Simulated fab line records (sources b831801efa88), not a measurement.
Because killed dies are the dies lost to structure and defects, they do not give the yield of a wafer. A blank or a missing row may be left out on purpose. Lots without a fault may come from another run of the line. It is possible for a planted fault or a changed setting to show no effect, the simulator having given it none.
A struck lot beside a sound one | flow sky130 | 18 steps out of a route of 708
Sound: wafers L902.3, L902.4, L902.5. Struck: wafer L906.4. (L906.3 of the same lot was not struck and is left out.) The cause comes at the end.
Order at every step that has rows: each side's tool, ch and its chambers, its first start. Under that, the readings that differ: sound wafers | struck wafers | difference of the means | sigmas: that difference in standard deviations of wafers without a fault.
alike: a reading whose means differ by less than 2 such deviations, as well as words and numbers matching on both sides. not compared: withheld readings; readings where some wafer has no value; bounds like >300 that might hide an equal value; numbers whose values overlap and for which the record gives no deviation.
A row with sigmas, a row that says differs or no value, or rows on one side alone: a step with any of these is where the two part. Non-overlapping numbers with no deviation appear without sigmas and do not part them. A reading that every wafer of one side lacks parts them only if that side has two wafers or more.

first, 5 steps without rows for these wafers: SKY_VIA4_COAT_06 (resist thk 1140 nm); SKY_VIA4_SOFTBAKE_07 (time 60 s); SKY_VIA4_EXPOSE_08 (exposes mask VIM4, target cd 800 nm); SKY_VIA4_PEB_09; SKY_VIA4_DEVELOP_10 (develop time 60 s).
SKY_VIA4_OVL_MEAS_11:
  sound: overlay-01 at day 43 20:25; struck: overlay-01 at day 44 22:58
  alike: VIA4_OVL
SKY_VIA4_ETCH_12: etches SiO2 in C4F8/O2/Ar, stops on TiN, target depth 580 nm.
  sound on rie diel-02 ch 0,2, day 43 20:26; struck on rie diel-02 ch 2, day 44 22:59
  alike: oes product au
SKY_VIA4_STRIP_13: strips in O2/N2.
  sound on plasma asher-02 ch 0,1, day 43 20:32; struck on plasma asher-03 ch 0, day 44 23:08
  alike: drypump motor current A, oes product au, strip time to endpoint s
  not compared: rf hours counter h
then, 3 steps without rows for these wafers: SKY_VIA4_STRIP_14 (strips in post etch residue remover, time 1200 s); SKY_VIA4_CLEAN_15 (cleans in IPA, time 180 s); SKY_VIA4_CLEAN_16 (cleans in O3/DIW).
SKY_VIA4_SPUTTER_17: material TiN, target thk 20 nm, time 80 s.
  sound: pvd sputter-03 at day 43 21:09; struck: pvd sputter-01 at day 44 23:42
  alike: throttle valve pct
SKY_VIA4_CVD_18: deposits W, target thk 505 nm, time 152.14 s.
  sound on cvd w-02 ch 0,1, day 43 21:16; struck on cvd w-02 ch 1, day 44 23:49
  reading                            | sound             | struck | difference | sigmas
  model.W_of_VIA4_CVD_18.thk nm (nm) | 506.6 504.4 504.7 | 655    | +150       |
  alike: heater power w
SKY_VIA4_RS_MEAS_19: a four-point-probe measurement.
  sound: film metro-03 at day 43 21:24; struck: film metro-03 at day 44 23:58
  reading            | sound                | struck | difference | sigmas
  VIA4_W_RS (ohm/sq) | 0.2254 0.2266 0.2263 | 0.1744 | -0.0517    | -19
SKY_VIA4_THK_MEAS_20: measures by xrf.
  sound: film metro-03 at day 43 21:30; struck: film metro-03 at day 45 00:04
  reading         | sound       | struck | difference | sigmas
  VIA4_W_THK (nm) | 489 487 490 | 630    | +141       | +14
SKY_VIA4_CMP_21: polishes, stops on SiO2, t overpolish 25 s, target thk 0 nm.
  sound on cmp-02 ch 0,1, day 43 21:32; struck on cmp-01 ch 3, day 45 00:20
  reading                | sound       | struck | difference | sigmas
  time to endpoint s (s) | 129 129 132 | 151    | +21        | +5
  alike: motor current A
SKY_METAL5_SPUTTER_00: material Ti, target thk 15 nm, time 10 s.
  sound: pvd sputter-02 at day 43 21:50; struck: pvd sputter-01 at day 45 00:35
  alike: throttle valve pct
-- the record jumps here: 3 days lie between the struck wafers' starts before and after (it left off in module METAL5 and takes up again in module PAD_OPEN, whose first step shown is number 708 of the route) --
SKY_PAD_OPEN_PROBE_99:
  sound: prober-02 at day 46 15:07; struck: prober-01 at day 47 17:01
  alike: defect limited yield, killed_at_M0_to_M3, killed_at_M4_up, killed at contacts, killed at front end, killed at other, killed dies, killed on rim, killed open, killed short, sort_bin_3_pad_short, sort_bin_5_function, sort_bin_6_memory, sort n pass, sort yield pct

== WHERE THEY PART ==
Last at SKY_VIA4_CMP_21 as far as this record goes, first at SKY_VIA4_RS_MEAS_19. Later steps at which nothing parts them and some readings are alike: SKY_METAL5_SPUTTER_00, SKY_PAD_OPEN_PROBE_99.

WHY: whatever the simulator had introduced
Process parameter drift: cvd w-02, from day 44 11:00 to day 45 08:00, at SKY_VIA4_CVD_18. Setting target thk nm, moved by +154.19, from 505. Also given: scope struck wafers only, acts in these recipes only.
